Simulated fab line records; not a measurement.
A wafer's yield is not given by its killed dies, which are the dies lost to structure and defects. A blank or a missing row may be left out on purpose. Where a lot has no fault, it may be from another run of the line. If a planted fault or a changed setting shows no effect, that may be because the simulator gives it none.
fab line records	flow sky130
[record] lots = 5	wafers = 15	last-day = 48
route steps=708 shown LOCAL_INTERCONNECT@405 CONTACT@406 PAD_OPEN@708
lots that met no fault: taken from a fault-free run of the same line
start-h: hours from the record's first day to the start of the lot's first wafer shown	wait-h: hours since the lot's step before	" unchanged from the row above	L1.1+2: one row covering several wafers at once	- either no value or no given start	* or withheld: withheld	< > ~ a bound
route shown NAME@n: NAME is a module with steps in the file, n the number in the route of the first one	usual: average and standard deviation across the fault-free wafers	same: alike in all rows	chamber/n: place in a boat	sites: per-site readings	_std_site: their standard deviation	_edge_site: mean of outer sites minus mean of inner sites	radius-mm: how far each site lies from the wafer's centre	mask NAME#n: copy n	behind: the most recent tool/chamber to have shaped the wafer	hold: why the lot was held/for how many hours/how that ended	device: which transistor (n, p or np) failed to switch	end of line: the same wafers' tests at the end of the route	a step without rows: its recipe alone	killed: not the wafer's yield, but the dies lost to structure and defects at the first sort	map: shows each die of a wafer: x if killed, . if not, _ if none is there
set.NAME: the run value of the setting; set.NAME@STEP: its run value at that earlier step	model.NAME: the simulator's own value behind a step, which no gauge read
lots at selected steps of the route; one table per step, one row per wafer
services: from which hour (start-h, from the record's first day; less than 0 if before it) a tool's chamber was out of use, for how many hours, and why
[[steps]]
[step SKY_LOCAL_INTERCONNECT_CLEAN_18]
[recipe] chemistry = O3/DIW	dry = n2-spin
[step SKY_CONTACT_CVD_00]
[recipe] material = Si3N4	target-thk-nm = 75	temp-c = 400	time-s = withheld	rf-w = 450
[usual] heater-power-outer-w = 428/64	heater-power-w = 708/110
lot.wafer	tool	chamber	start-h	wait-h	heater-power-outer-w	heater-power-w
L845.1	pecvd-03	0	738.81	0.0	358	542
L845.4	"	0	"	"	259	438
L845.5	"	1	"	"	439	678
L846.2	pecvd-04	0	739.06	0.0	451	775
L846.3	"	2	"	"	453	790
L846.4	"	2	"	"	446	765
L850.2	pecvd-03	0	788.93	0.0	349	553
L850.3	"	2	"	"	424	782
L850.6	"	1	"	"	432	670
L852.3	pecvd-03	0	812.98	0.0	343	536
L852.4	"	1	"	"	355	584
L852.6	"	0	"	"	355	541
L854.1	pecvd-04	2	819.10	0.0	381	691
L854.3	"	0	"	"	516	853
L854.4	"	0	"	"	526	883
[step SKY_CONTACT_THK_MEAS_01]
[recipe] reads = Si3N4_of_CONTACT_CVD_00
[usual] CONTACT_CVD_00_THK = 74.7/1
lot.wafer	tool	chamber	start-h	wait-h	CONTACT_CVD_00_THK[nm]
L845.1	film-metro-04	-	738.85	-	76.4
L845.4	"	-	"	"	75.4
L845.5	"	-	"	"	75.5
L846.2	film-metro-03	-	739.11	-	72.5
L846.3	"	-	"	"	75.1
L846.4	"	-	"	"	75.7
L850.2	film-metro-04	-	788.97	-	73.2
L850.3	"	-	"	"	73.9
L850.6	"	-	"	"	73.9
L852.3	film-metro-04	-	813.04	-	75.2
L852.4	"	-	"	"	74.8
L852.6	"	-	"	"	76.0
L854.1	film-metro-03	-	819.13	-	73.4
L854.3	"	-	"	"	73.4
L854.4	"	-	"	"	73.9
[step SKY_CONTACT_HDPCVD_02]
[recipe] material = SiO2	target-thk-nm = 565	sigma-open-frac = 0.3	time-s = 94.2	temp-c = 600	sih4-flow-sccm = 60	pressure-mtorr = 6
[step SKY_CONTACT_THK_MEAS_03]
[recipe] reads = SiO2_of_CONTACT_HDPCVD_02
[usual] CONTACT_HDPCVD_THK = 561/5.9
lot.wafer	tool	chamber	start-h	wait-h	CONTACT_HDPCVD_THK[nm]
L845.1	film-metro-02	-	738.97	0.0	559
L845.4	"	-	"	"	560
L845.5	"	-	"	"	563
L846.2	film-metro-02	-	739.24	0.0	560
L846.3	"	-	"	"	561
L846.4	"	-	"	"	561
L850.2	film-metro-04	-	789.10	0.0	561
L850.3	"	-	"	"	568
L850.6	"	-	"	"	554
L852.3	film-metro-02	-	813.17	0.1	556
L852.4	"	-	"	"	552
L852.6	"	-	"	"	559
L854.1	film-metro-03	-	819.26	0.0	559
L854.3	"	-	"	"	567
L854.4	"	-	"	"	561
[step SKY_CONTACT_CMP_04]
[recipe] material = SiO2	down-force-psi = 4	platen-rpm = 60	pad-velocity-m-s = 0.94248
[usual] edge-zone-pressure-frac = 1.000/0.0053	motor-current-A = 12.0/1.2	platen-rpm = 60.00/0.038	slurry-filter-dp-kPa = 13.49/0.13	time-to-endpoint-s = 83/4.5
lot.wafer	tool	chamber	start-h	wait-h	edge-zone-pressure-frac	motor-current-A	platen-rpm	slurry-filter-dp-kPa	time-to-endpoint-s
L845.1	cmp-02	0	739.03	0.1	0.998	13.2	59.92	13.42	74
L845.4	"	2	"	"	1.004	10.8	60.02	13.44	83
L845.5	"	1	"	"	1.008	10.1	59.98	13.67	87
L846.2	cmp-02	0	739.33	0.1	1.005	14.0	60.11	13.46	79
L846.3	"	2	"	"	0.988	11.6	59.98	13.38	84
L846.4	"	3	"	"	1.006	13.5	59.99	13.55	87
L850.2	cmp-02	3	789.35	0.2	0.999	13.6	60.07	13.74	86
L850.3	"	0	"	"	0.990	13.6	60.00	13.51	81
L850.6	"	2	"	"	1.003	11.1	59.99	13.54	78
L852.3	cmp-01	3	813.21	0.0	1.011	11.5	60.02	13.47	77
L852.4	"	0	"	"	0.995	11.6	60.00	13.52	79
L852.6	"	3	"	"	1.008	11.2	60.01	13.57	79
L854.4	cmp-01	2	819.38	0.1	0.993	12.1	60.00	13.48	79
L854.1	"	3	"	"	0.998	11.8	60.05	13.62	81
L854.3	"	1	"	"	1.001	12.9	60.00	13.55	82
[step SKY_CONTACT_BOW_MEAS_05]
[recipe] mode = bow
[usual] CONTACT_BOW = 82/6.8
lot.wafer	tool	chamber	start-h	wait-h	CONTACT_BOW[um]
L845.1	film-metro-04	-	739.33	0.2	69
L845.4	"	-	"	"	77
L845.5	"	-	"	"	77
L846.2	film-metro-02	-	739.65	0.3	74
L846.3	"	-	"	"	66
L846.4	"	-	"	"	83
L850.2	film-metro-03	-	789.57	0.2	76
L850.3	"	-	"	"	86
L850.6	"	-	"	"	78
L852.3	film-metro-04	-	813.55	0.3	88
L852.4	"	-	"	"	83
L852.6	"	-	"	"	93
L854.1	film-metro-03	-	819.68	0.2	89
L854.3	"	-	"	"	91
L854.4	"	-	"	"	77
[step SKY_CONTACT_DEHYDRATE_06]
[recipe] temp-c = 200	time-s = 60
[step SKY_CONTACT_HMDS_07]
[recipe] prime-time-s = 60	prime-temp-c = 120
[step SKY_CONTACT_COAT_08]
[recipe] resist = BARC	temp-c = withheld	time-s = withheld	spin-rpm = 3000	resist-thk-nm = 60
[step SKY_CONTACT_COAT_09]
[recipe] resist = KrF-thick	spin-rpm = 3000	resist-thk-nm = 450
[step SKY_CONTACT_SOFTBAKE_10]
[recipe] temp-c = 100	time-s = 90	resist = KrF-thick
[step SKY_CONTACT_EXPOSE_11]
[recipe] mask-id = CTM1	na = 0.8	source-shape = annular	sigma-inner = 0.55	sigma-outer = 0.85	target-cd-nm = 170	dose-mj = 38
[usual] stage-vel-mm-s = 500.04/0.24
[same] na = 0.8
lot.wafer	tool	chamber	start-h	wait-h	mask	stage-vel-mm-s
L845.1	krf-scanner-01	0	753.46	-	CTM1#0	500.20
L845.4	"	0	"	"	CTM1#0	499.65
L845.5	"	0	"	"	CTM1#0	499.93
L846.2	krf-scanner-02	0	753.85	-	CTM1#0	500.14
L846.3	"	0	"	"	CTM1#0	500.17
L846.4	"	0	"	"	CTM1#0	500.28
L850.2	krf-scanner-02	0	802.85	-	CTM1#0	500.33
L850.3	"	0	"	"	CTM1#0	499.96
L850.6	"	0	"	"	CTM1#0	500.00
L852.3	krf-scanner-01	0	826.52	-	CTM1#0	500.11
L852.4	"	0	"	"	CTM1#0	499.45
L852.6	"	0	"	"	CTM1#0	499.90
L854.1	krf-scanner-02	0	833.08	-	CTM1#0	500.20
L854.3	"	0	"	"	CTM1#0	500.30
L854.4	"	0	"	"	CTM1#0	500.15
[step SKY_CONTACT_PEB_12]
[recipe] peb-temp-c = withheld	peb-time-s = withheld	resist = KrF-thick
[step SKY_CONTACT_DEVELOP_13]
[recipe] develop-time-s = 60	resist = KrF-thick	dev-temp-c = 21
[step SKY_CONTACT_CD_MEAS_14]
[recipe] target-cd-nm = 170
[usual] cd-nm = 170.0/1.7
lot.wafer	tool	chamber	start-h	wait-h	cd-nm
L845.1	cd-sem-02	-	766.07	-	168.8
L845.4	"	-	"	"	169.2
L845.5	"	-	"	"	168.5
L846.2	cd-sem-01	-	766.63	-	170.4
L846.3	"	-	"	"	170.5
L846.4	"	-	"	"	171.4
L850.2	cd-sem-02	-	815.88	-	167.0
L850.3	"	-	"	"	167.9
L850.6	"	-	"	"	167.3
L852.3	cd-sem-02	-	839.81	-	166.0
L852.4	"	-	"	"	166.0
L852.6	"	-	"	"	161.5
L854.1	cd-sem-01	-	845.96	-	171.3
L854.3	"	-	"	"	172.5
L854.4	"	-	"	"	172.2
[step SKY_CONTACT_OVL_MEAS_15]
[usual] CONTACT_OVL = -2/5.1
lot.wafer	tool	chamber	start-h	wait-h	CONTACT_OVL[nm]
L845.1	overlay-01	-	766.19	0.1	4
L845.4	"	-	"	"	3
L845.5	"	-	"	"	7
L846.2	overlay-01	-	766.73	0.1	-2
L846.3	"	-	"	"	1
L846.4	"	-	"	"	3
L850.2	overlay-02	-	815.98	0.1	-5
L850.3	"	-	"	"	-9
L850.6	"	-	"	"	-9
L852.3	overlay-02	-	839.90	0.1	1
L852.4	"	-	"	"	-2
L852.6	"	-	"	"	4
L854.1	overlay-02	-	846.08	0.1	-5
L854.3	"	-	"	"	2
L854.4	"	-	"	"	-2
[step SKY_CONTACT_ETCH_16]
[recipe] chemistry = N2/H2	target = BARC	ion-energy-ev = 200	source-w = 500	bias-w = 100	pressure-mtorr = 30	n2-flow-sccm = 100	h2-flow-sccm = 200	stop-on = SiO2	time-s = 45.9	target-depth-a = 600
[usual] drypump-motor-current-A = 5.8/0.36	oes-product-au = 0.854/0.0045	throttle-valve-pct = 13.225/0.01
lot.wafer	tool	chamber	start-h	wait-h	drypump-motor-current-A	oes-product-au	rf-hours-counter-h	throttle-valve-pct	model.CONTACT.cd-nm
L845.1	rie-diel-01	1	766.22	0.0	5.4	0.846	5	13.223	169.3
L845.4	"	0	"	"	6.1	0.852	22	13.231	169.4
L845.5	"	3	"	"	6.0	0.854	-	13.224	169.2
L846.2	rie-diel-03	2	766.76	0.0	5.7	0.857	11	13.230	171.5
L846.3	"	0	"	"	5.9	0.854	10	13.235	170.4
L846.4	"	3	"	"	6.4	0.855	11	13.216	170.4
L850.2	rie-diel-01	2	816.01	0.0	5.7	0.855	19	13.236	166.2
L850.3	"	0	"	"	6.1	0.856	24	13.228	168.4
L850.6	"	2	"	"	5.7	0.858	-	13.224	166.1
L852.3	rie-diel-03	1	839.92	0.0	5.4	0.854	10	13.215	166.2
L852.4	"	2	"	"	5.7	0.855	14	13.233	167
L852.6	"	0	"	"	5.9	0.850	-	13.228	161
L854.1	rie-diel-01	1	846.12	0.0	5.4	0.847	7	13.219	171.5
L854.3	"	3	"	"	6.0	0.852	6	13.218	172.3
L854.4	"	2	"	"	5.7	0.849	20	13.235	172
[step SKY_CONTACT_ETCH_17]
[recipe] target = SiO2	chemistry = C4F8/O2/Ar	stop-on = Si3N4	mask-material = KrF-thick	source-w = 1500	bias-w = 1200	pressure-mtorr = 40	c4f8-flow-sccm = withheld	O2_flow_sccm = 6	Ar_flow_sccm = 300	time-s = withheld	target-depth-a = 3400
[usual] oes-product-au = 0.892/0.0046
lot.wafer	tool	chamber	start-h	wait-h	oes-product-au
L845.1	rie-diel-01	1	766.27	0.0	0.893
L845.4	"	0	"	"	0.893
L845.5	"	3	"	"	0.892
L846.2	rie-diel-03	2	766.81	0.0	0.888
L846.3	"	0	"	"	0.886
L846.4	"	3	"	"	0.892
L850.2	rie-diel-01	2	816.05	0.0	0.904
L850.3	"	0	"	"	0.886
L850.6	"	2	"	"	0.891
L852.3	rie-diel-03	1	839.97	0.0	0.893
L852.4	"	2	"	"	0.894
L852.6	"	0	"	"	0.890
L854.1	rie-diel-01	1	846.16	0.0	0.890
L854.3	"	3	"	"	0.891
L854.4	"	2	"	"	0.889
[step SKY_CONTACT_ETCH_18]
[recipe] target = Si3N4	chemistry = CHF3/O2	stop-on = TiN	source-w = 600	bias-w = 200	pressure-mtorr = 40	chf3-flow-sccm = 50	O2_flow_sccm = 5	time-s = 39	target-depth-a = 750
[usual] chf3-flow-sccm = 50.02/0.15	drypump-motor-current-A = 5.8/0.36	oes-product-au = 0.853/0.0081	throttle-valve-pct = 8.791/0.0086
lot.wafer	tool	chamber	start-h	wait-h	chf3-flow-sccm	drypump-motor-current-A	oes-product-au	rf-hours-counter-h	throttle-valve-pct	model.CONTACT.cd-nm
L845.1	rie-diel-01	1	-	-	50.08	5.4	0.874	5	8.786	169
L845.4	"	0	"	"	49.78	6.1	0.855	23	8.781	169.7
L845.5	"	3	"	"	50.19	6.0	0.856	-	8.809	169.8
L846.2	rie-diel-03	2	-	-	49.96	5.6	0.845	11	8.787	171.3
L846.3	"	0	"	"	49.89	5.9	0.851	11	8.797	169.9
L846.4	"	3	"	"	50.09	6.3	0.860	11	8.780	170
L850.2	rie-diel-01	2	-	-	49.96	5.7	0.838	19	8.791	165.8
L850.3	"	0	"	"	49.84	6.1	0.851	24	8.801	168.3
L850.6	"	2	"	"	50.20	5.7	0.852	-	8.777	165.5
L852.3	rie-diel-03	1	-	-	50.00	5.4	0.853	10	8.788	166.3
L852.4	"	2	"	"	50.27	5.6	0.847	14	8.801	166.9
L852.6	"	0	"	"	49.96	5.9	0.858	-	8.788	160.7
L854.1	rie-diel-01	1	-	-	49.94	5.4	0.842	7	8.803	171.1
L854.3	"	3	"	"	50.01	6.0	0.840	6	8.782	172.7
L854.4	"	2	"	"	50.01	5.7	0.853	20	8.799	171.5
[step SKY_CONTACT_STRIP_19]
[recipe] chemistry = O2/N2	power-w = 1400	pressure-mtorr = 1500	platen-temp-c = withheld	o2-flow-sccm = 3000	n2-flow-sccm = 300	overash-fraction = 0.5
[usual] drypump-motor-current-A = 5.9/0.33	oes-product-au = 0.381/0.0048	strip-time-to-endpoint-s = 3.617/0.029
[same] overash-fraction = 0.5
lot.wafer	tool	chamber	start-h	wait-h	drypump-motor-current-A	oes-product-au	rf-hours-counter-h	strip-time-to-endpoint-s
L845.1	plasma-asher-02	0	766.36	-	5.6	0.379	92	3.636
L845.4	"	1	"	"	6.2	0.378	-	3.639
L845.5	"	1	"	"	6.2	0.384	-	3.652
L846.2	plasma-asher-04	0	766.90	-	6.0	0.379	25	3.578
L846.3	"	0	"	"	6.0	0.390	-	3.620
L846.4	"	1	"	"	6.2	0.379	-	3.579
L850.2	plasma-asher-04	0	816.14	-	6.0	0.377	30	3.584
L850.3	"	1	"	"	6.2	0.382	-	3.622
L850.6	"	0	"	"	6.0	0.380	-	3.581
L852.3	plasma-asher-02	1	840.09	-	6.2	0.385	-	3.571
L852.4	"	0	"	"	5.5	0.378	-	3.577
L852.6	"	1	"	"	6.2	0.386	-	3.589
L854.1	plasma-asher-04	1	846.25	-	6.1	0.388	33	3.654
L854.3	"	0	"	"	6.0	0.380	-	3.662
L854.4	"	1	"	"	6.1	0.390	-	3.591
[step SKY_PAD_OPEN_PROBE_99]
[usual] killed_at_M0_to_M3 = 43/6.5	killed_at_M4_up = 3/1.7	killed-at-contacts = 25/5.1	killed-at-front-end = 15/3.8	killed-at-other = 0.2/0.45	killed-dies = 86/8.8	killed-open = 47/6.7	killed-short = 39/6
[same] gross-dies = 492	killed-at-back-side = 0
lot.wafer	tool	chamber	start-h	wait-h	killed_at_M0_to_M3	killed_at_M4_up	killed-at-contacts	killed-at-front-end	killed-at-other	killed-dies	killed-open	killed-short
L845.1	prober-01	-	1101.53	0.1	45	2	26	14	1	88	36	52
L845.4	prober-01	-	1101.68	0.2	39	2	27	19	0	87	59	28
L845.5	prober-01	-	1101.73	0.2	42	4	17	21	1	85	37	48
L850.2	prober-02	-	1135.83	0.1	44	2	19	12	0	77	48	29
L850.3	prober-02	-	1135.88	0.2	40	4	23	21	0	88	48	40
L850.6	prober-02	-	1136.03	0.2	38	6	20	15	0	79	42	37
L852.3	prober-01	-	1155.09	0.2	46	5	40	17	2	110	64	46
L852.4	prober-01	-	1155.14	0.2	50	3	26	14	0	93	53	40
L852.6	prober-01	-	1155.24	0.2	44	7	31	11	1	94	52	42
// killed by level:class
L845.1 METAL2:geometric-particle:short=10 CONTACT:geometric-particle:open=8 VIA1:geometric-particle:short=7 METAL1:geometric-particle:short=7 LI_CONTACT:geometric-particle:open=6 VIA2:geometric-particle:open=6 POLY_GATE:geometric-particle:short=5 CONTACT:geometric-particle:short=4
L845.4 LI_CONTACT:geometric-particle:open=12 CONTACT:geometric-particle:open=10 FIELD_ISO:geometric-particle:open=8 VIA3:geometric-particle:open=8 VIA2:geometric-particle:open=8 VIA1:geometric-particle:open=5 POLY_GATE:geometric-particle:short=4 METAL2:geometric-particle:short=4
L845.5 VIA1:geometric-particle:open=7 VIA2:geometric-particle:open=7 POLY_GATE:geometric-particle:short=6 VIA1:geometric-particle:short=6 CONTACT:geometric-particle:short=5 LOCAL_INTERCONNECT:geometric-particle:short=5 METAL2:geometric-particle:short=5 FIELD_ISO:geometric-particle:open=4
L850.2 VIA1:geometric-particle:open=13 VIA3:geometric-particle:open=9 METAL1:geometric-particle:short=8 CONTACT:geometric-particle:open=6 FIELD_ISO:geometric-particle:open=5 LI_CONTACT:geometric-particle:open=5 METAL2:geometric-particle:short=5 POLY_GATE:geometric-particle:open=3
L850.3 VIA1:geometric-particle:open=10 POLY_GATE:geometric-particle:open=6 METAL1:geometric-particle:short=6 FIELD_ISO:geometric-particle:short=5 POLY_GATE:geometric-particle:short=5 LI_CONTACT:geometric-particle:open=5 CONTACT:geometric-particle:short=5 CONTACT:geometric-particle:open=5
L850.6 VIA2:geometric-particle:open=9 VIA2:geometric-particle:short=7 VIA1:geometric-particle:open=6 LI_CONTACT:geometric-particle:open=6 METAL4:geometric-particle:short=5 CONTACT:geometric-particle:open=5 FIELD_ISO:geometric-particle:short=4 FIELD_ISO:geometric-particle:open=4
L852.3 CONTACT:geometric-particle:open=18 VIA1:geometric-particle:open=11 VIA3:geometric-particle:open=10 LI_CONTACT:geometric-particle:open=9 LOCAL_INTERCONNECT:geometric-particle:short=7 METAL1:geometric-particle:short=6 METAL2:geometric-particle:short=6 FIELD_ISO:geometric-particle:short=5
L852.4 VIA1:geometric-particle:open=14 CONTACT:geometric-particle:open=10 VIA1:geometric-particle:short=8 VIA3:geometric-particle:open=8 LOCAL_INTERCONNECT:geometric-particle:short=5 POLY_GATE:geometric-particle:open=4 CONTACT:geometric-particle:short=4 METAL1:geometric-particle:short=4
L852.6 VIA1:geometric-particle:open=14 CONTACT:geometric-particle:open=8 VIA2:geometric-particle:open=8 LI_CONTACT:geometric-particle:open=7 CONTACT:geometric-particle:short=6 LOCAL_INTERCONNECT:geometric-particle:short=5 METAL4:geometric-particle:short=5 VIA1:geometric-particle:short=4
[[services]]
tool	chamber	start-h	hours	kind
pecvd-04	2	718.19	4.4	repair
krf-scanner-02	-	720.18	0.8	pm
pecvd-03	-	727.60	1.0	repair
pecvd-04	-	729.03	0.6	repair
krf-scanner-02	-	732.98	1.3	pm
cmp-01	-	744.00	4.0	pm
cmp-01	-	748.00	-	consumable-replace:conditioner
cmp-01	-	748.00	-	consumable-replace:pad
cmp-02	-	757.73	29.8	repair
cmp-02	-	758.33	2.1	repair
cmp-02	-	761.70	1.3	repair
plasma-asher-04	-	772.60	4.2	repair
rie-diel-01	1	774.52	15.0	repair
krf-scanner-02	-	776.80	1.0	pm
pecvd-04	-	782.90	1.3	repair
rie-diel-03	1	786.96	38.7	repair
cmp-01	-	787.75	11.1	pm
plasma-asher-04	-	792.19	1.6	repair
cmp-02	-	798.86	5.2	pm
krf-scanner-01	-	805.53	1.0	pm
pecvd-03	2	805.66	16.7	repair
krf-scanner-01	-	828.57	1.3	pm
pecvd-03	2	844.56	5.6	repair
[[key]]
[first-sign] step = SKY_CONTACT_CD_MEAS_14	reading = cd-nm	direction = down	sigmas = 3.3	usual = 170.0	struck = 164.5
effect none on later readings
[model-effect] step = SKY_CONTACT_ETCH_16	value = CONTACT.cd-nm	without = 169.6	struck = 164.8
[model-effect] step = SKY_CONTACT_ETCH_18	value = CONTACT.cd-nm	without = 169.5	struck = 164.6
met-at SKY_CONTACT_EXPOSE_11
struck-wafers L852.3,L852.4,L852.6
tester-left-out L852
onset-between 753.46 826.52
also-fits SKY_CONTACT_CVD_00:pecvd-03
[fault] kind = process-parameter-drift	tool = krf-scanner-01	chamber = -	onset-h = 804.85	steps = SKY_CONTACT_EXPOSE_11	channel = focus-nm	offset = 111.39	spread-by-wafer = 0.3	shape = step	end-h = 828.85
// tester-left-out: of these lots the tester's yield and bins aren't shown, on N5 and GAA mostly nor the transistor test; their killed dies are dies lost to structure and defects alone, not to doping, threshold or leakage, so they don't give the yield
